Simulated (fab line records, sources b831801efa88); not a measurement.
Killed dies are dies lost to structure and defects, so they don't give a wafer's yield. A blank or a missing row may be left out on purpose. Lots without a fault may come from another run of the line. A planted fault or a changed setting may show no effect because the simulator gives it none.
Which tool did it? | flow gf180mcu | 15 lots, 45 wafers sampled, at 5 steps of a route of 602

WHAT THE GAUGES READ, wafer by wafer
GF_DNWELL_TW_MEAS_09. Usual: DNWELL_TW 1369, standard deviation 15.
lot  | measured    | on            | DNWELL_TW      | flag
L525 | day 3 06:57 | film_metro-01 | 1389 1389 1380 |
L526 | day 3 10:48 | film_metro-01 | 1375 1382 1379 |
L527 | day 3 16:47 | film_metro-02 | 1346 1346 1346 |
L528 | day 3 22:10 | film_metro-02 | 1356 1345 1343 |
L530 | day 4 07:53 | film_metro-01 | 1378 1383 1386 |
L531 | day 4 14:05 | film_metro-03 | 1378 1380 1374 |
L532 | day 4 19:32 | film_metro-02 | 1354 1365 1347 |
L534 | day 5 05:52 | film_metro-03 | 1378 1377 1368 |
L535 | day 5 11:00 | film_metro-01 | 1371 1377 1373 |
L538 | day 6 02:20 | film_metro-03 | 31 32 32       | OFF
L539 | day 6 07:05 | film_metro-02 | 31 31 31       | OFF
L540 | day 6 14:13 | film_metro-03 | 32 32 32       | OFF
L541 | day 6 19:17 | film_metro-02 | 1338 1341 1340 |
L542 | day 6 23:35 | film_metro-01 | 1372 1372 1370 |
L545 | day 7 16:35 | film_metro-03 | 1393 1389 1389 |

GF_POLY_GATE_THK_MEAS_17. Usual: POLY_GATE_OXIDATION_THK 3.98 nm, standard deviation 0.12.
lot  | measured     | on            | POLY_GATE_OXIDATION_THK (nm) | flag
L525 | day 9 23:49  | film_metro-02 | 3.98 3.98 4.04               |
L526 | day 10 07:32 | film_metro-03 | 3.75 3.74 3.76               |
L527 | day 10 20:28 | film_metro-01 | 4.05 3.92 3.99               |
L528 | day 10 20:28 | film_metro-03 | 4.00 3.94 4.06               |
L530 | day 11 16:49 | film_metro-02 | 3.85 3.82 3.84               |
L531 | day 11 16:49 | film_metro-01 | 4.01 3.97 3.94               |
L532 | day 12 06:51 | film_metro-03 | 4.18 4.26 4.20               |
L534 | day 12 21:26 | film_metro-01 | 4.14 4.17 4.20               |
L535 | day 13 01:14 | film_metro-03 | 4.20 4.06 4.15               |
L538 | day 13 19:31 | film_metro-02 | 3.79 3.85 3.77               |
L539 | day 14 00:47 | film_metro-01 | 3.90 3.86 3.90               |
L540 | day 14 08:21 | film_metro-03 | 3.94 3.92 3.90               |
L541 | day 14 15:50 | film_metro-02 | 3.83 3.92 3.95               |
L542 | day 15 02:03 | film_metro-03 | 4.01 4.00 3.99               |
L545 | day 16 07:46 | film_metro-03 | 4.08 4.07 4.11               |

WHICH TOOL RAN EACH LOT (tool, then ch and the chambers of the sampled wafers, then the start)
lot  | GF_STI_ETCH_13                    | GF_DNWELL_DEVELOP_06             | GF_VT_IMPLANT_STRIP_09
L525 | rie_diel-02 ch 1,2, day 2 12:50   | litho_track-02 ch 0, day 3 06:00 | plasma_asher-03 ch 0, day 6 05:46
L526 | rie_diel-01 ch 0,1,3, day 2 17:06 | litho_track-02 ch 0, day 3 10:00 | plasma_asher-01 ch 0,1, day 6 10:56
L527 | rie_diel-03 ch 1,2,3, day 2 22:54 | litho_track-02 ch 0, day 3 16:00 | plasma_asher-04 ch 0,1, day 6 17:52
L528 | rie_diel-01 ch 0,1, day 3 03:32   | litho_track-01 ch 0, day 3 21:00 | plasma_asher-01 ch 0,1, day 6 23:25
L530 | rie_diel-03 ch 0,1,3, day 3 13:26 | litho_track-02 ch 0, day 4 07:00 | plasma_asher-04 ch 0,1, day 7 11:34
L531 | rie_diel-03 ch 1,2,3, day 3 18:50 | litho_track-02 ch 0, day 4 13:00 | plasma_asher-03 ch 0,1, day 7 17:10
L532 | rie_diel-02 ch 1,2, day 4 01:23   | litho_track-03 ch 0, day 4 19:00 | plasma_asher-04 ch 0,1, day 8 00:10
L534 | rie_diel-03 ch 0,1,2, day 4 10:09 | litho_track-02 ch 0, day 5 05:00 | plasma_asher-04 ch 0,1, day 8 12:46
L535 | rie_diel-01 ch 0,1,3, day 4 15:20 | litho_track-02 ch 0, day 5 10:00 | plasma_asher-01 ch 0,1, day 8 18:34
L538 | rie_diel-03 ch 0,2, day 5 06:41   | litho_track-03, day 6 01:00      | plasma_asher-01 ch 0,1, day 9 10:43
L539 | rie_diel-01 ch 0,2,3, day 5 12:09 | litho_track-03, day 6 06:00      | plasma_asher-04 ch 0,1, day 9 16:52
L540 | rie_diel-01 ch 0,1, day 5 18:33   | litho_track-02, day 6 13:00      | plasma_asher-03 ch 0,1, day 10 00:49
L541 | rie_diel-02 ch 0,2,3, day 5 22:53 | litho_track-03 ch 0, day 6 18:00 | plasma_asher-03 ch 0,1, day 10 08:16
L542 | rie_diel-01 ch 0,1, day 6 02:56   | litho_track-02 ch 0, day 6 23:00 | plasma_asher-01 ch 0,1, day 10 11:36
L545 | rie_diel-03 ch 0,2, day 6 21:02   | litho_track-03 ch 0, day 7 16:00 | plasma_asher-01 ch 0,1, day 11 13:55
- GF_STI_ETCH_13: etches the open film in CHF3/O2, stops on Si, target depth 282.31 nm, time 112.9 s.
- GF_DNWELL_DEVELOP_06: develop time 60 s.
- GF_VT_IMPLANT_STRIP_09: strips in O2/N2.

WHAT THE TOOLS THEMSELVES READ (means of the sampled wafers that have a number; where no wafer has one, the mark that the record gives instead)
GF_STI_ETCH_13. Usual: O2_flow_sccm 5.003 sccm, standard deviation 0.015; chf3_flow_sccm 50.01 sccm, standard deviation 0.15; drypump_motor_current_A 5.6 A, standard deviation 0.47; oes_product_au 0.834 a.u., standard deviation 0.0068; throttle_valve_pct 8.811 %, standard deviation 0.0096.
lot  | tool        | O2_flow_sccm (sccm) | chf3_flow_sccm (sccm) | drypump_motor_current_A (A) | oes_product_au (a.u.) | throttle_valve_pct (%) | flag
L525 | rie_diel-02 | 5.028               | 50.07                 | 5.4                         | 0.829                 | 8.814                  |
L526 | rie_diel-01 | 4.987               | 50.14                 | 5.4                         | 0.839                 | 8.814                  |
L527 | rie_diel-03 | 5.001               | 49.95                 | 5.8                         | 0.830                 | 8.803                  |
L528 | rie_diel-01 | 5.001               | 50.02                 | 5.3                         | 0.836                 | 8.821                  |
L530 | rie_diel-03 | 5.013               | 49.92                 | 5.6                         | 0.822                 | 8.809                  |
L531 | rie_diel-03 | 5.016               | 49.81                 | 5.8                         | 0.828                 | 8.808                  |
L532 | rie_diel-02 | 5.005               | 49.93                 | 5.4                         | 0.833                 | 8.815                  |
L534 | rie_diel-03 | 5.004               | 50.06                 | 5.9                         | 0.843                 | 8.818                  |
L535 | rie_diel-01 | 4.995               | 50.05                 | 5.4                         | 0.830                 | 8.810                  |
L538 | rie_diel-03 | 4.991               | 50.13                 | 5.8                         | 0.837                 | 8.803                  |
L539 | rie_diel-01 | 5.004               | 49.89                 | 6.0                         | 0.839                 | 8.822                  |
L540 | rie_diel-01 | 5.002               | 49.97                 | 5.0                         | 0.832                 | 8.812                  |
L541 | rie_diel-02 | 4.987               | 50.06                 | 5.6                         | 0.835                 | 8.808                  |
L542 | rie_diel-01 | 5.001               | 49.98                 | 5.3                         | 0.827                 | 8.810                  |
L545 | rie_diel-03 | 4.997               | 50.11                 | 5.5                         | 0.843                 | 8.809                  |

GF_DNWELL_DEVELOP_06. Usual: chill_plate_temp_C 23.00 C, standard deviation 0.11; exhaust_pa 45.0 Pa, standard deviation 1.1.
lot  | tool           | chill_plate_temp_C (C) | exhaust_pa (Pa) | flag
L525 | litho_track-02 | 23.13                  | 44.6            |
L526 | litho_track-02 | 22.94                  | 44.7            |
L527 | litho_track-02 | 23.06                  | 45.4            |
L528 | litho_track-01 | 22.90                  | 45.1            |
L530 | litho_track-02 | 23.15                  | 46.7            |
L531 | litho_track-02 | 22.87                  | 45.0            |
L532 | litho_track-03 | 23.10                  | 45.1            |
L534 | litho_track-02 | 23.04                  | 43.8            |
L535 | litho_track-02 | 22.98                  | 45.6            |
L538 | litho_track-03 | -                      | -               | OFF
L539 | litho_track-03 | -                      | -               | OFF
L540 | litho_track-02 | -                      | -               | OFF
L541 | litho_track-03 | 23.04                  | 43.6            |
L542 | litho_track-02 | 22.96                  | 44.9            |
L545 | litho_track-03 | 22.99                  | 44.6            |

GF_VT_IMPLANT_STRIP_09. Usual: drypump_motor_current_A 5.6 A, standard deviation 0.42; heater_power_w 329 W, standard deviation 29; oes_product_au 0.716 a.u., standard deviation 0.0048; strip_time_to_endpoint_s 12.62 s, standard deviation 0.035.
lot  | tool            | drypump_motor_current_A (A) | heater_power_w (W) | oes_product_au (a.u.) | strip_time_to_endpoint_s (s) | flag
L525 | plasma_asher-03 | 4.8                         | 330                | 0.716                 | 12.63                        |
L526 | plasma_asher-01 | 5.6                         | 335                | 0.715                 | 12.65                        |
L527 | plasma_asher-04 | 5.9                         | 318                | 0.719                 | 12.61                        |
L528 | plasma_asher-01 | 5.5                         | 313                | 0.716                 | 12.63                        |
L530 | plasma_asher-04 | 5.9                         | 314                | 0.716                 | 12.60                        |
L531 | plasma_asher-03 | 5.1                         | 331                | 0.714                 | 12.62                        |
L532 | plasma_asher-04 | 6.0                         | 347                | 0.713                 | 12.60                        |
L534 | plasma_asher-04 | 6.0                         | 349                | 0.718                 | 12.60                        |
L535 | plasma_asher-01 | 5.6                         | 328                | 0.719                 | 12.64                        |
L538 | plasma_asher-01 | 5.6                         | 328                | 0.717                 | 12.64                        |
L539 | plasma_asher-04 | 5.9                         | 317                | 0.714                 | 12.63                        |
L540 | plasma_asher-03 | 5.1                         | 331                | 0.718                 | 12.63                        |
L541 | plasma_asher-03 | 5.5                         | 327                | 0.713                 | 12.64                        |
L542 | plasma_asher-01 | 5.6                         | 327                | 0.715                 | 12.58                        |
L545 | plasma_asher-01 | 5.6                         | 327                | 0.720                 | 12.62                        |

THE ANSWER, worked out from the rows above alone
Rule: a lot is off if the mean of its wafers that have a number lies more than 3 standard deviations from the usual mean. A lot without any number at a reading at which 4 lots or more have one is off too. The other lots that the step has rows for count as sound. The gauges are gone through in route order, then the tools' own readings, and for those a lot's mean is taken as printed above. The first step at which some lot is off is used, and at that step the reading that is off furthest; a lot without a number counts as furthest.
Off: L538, L539, L540, at GF_DNWELL_TW_MEAS_09 (DNWELL_TW).
A tool fits if, at a process step before that reading, it ran every lot that is off, and no sound lot after the first of them. The gauges at GF_DNWELL_TW_MEAS_09 aren't tried: what is off there is off at GF_DNWELL_DEVELOP_06 too, on other tools, and a gauge's error can't cause that. None of those tried fits.

WHAT THE SIMULATOR HAD PUT IN
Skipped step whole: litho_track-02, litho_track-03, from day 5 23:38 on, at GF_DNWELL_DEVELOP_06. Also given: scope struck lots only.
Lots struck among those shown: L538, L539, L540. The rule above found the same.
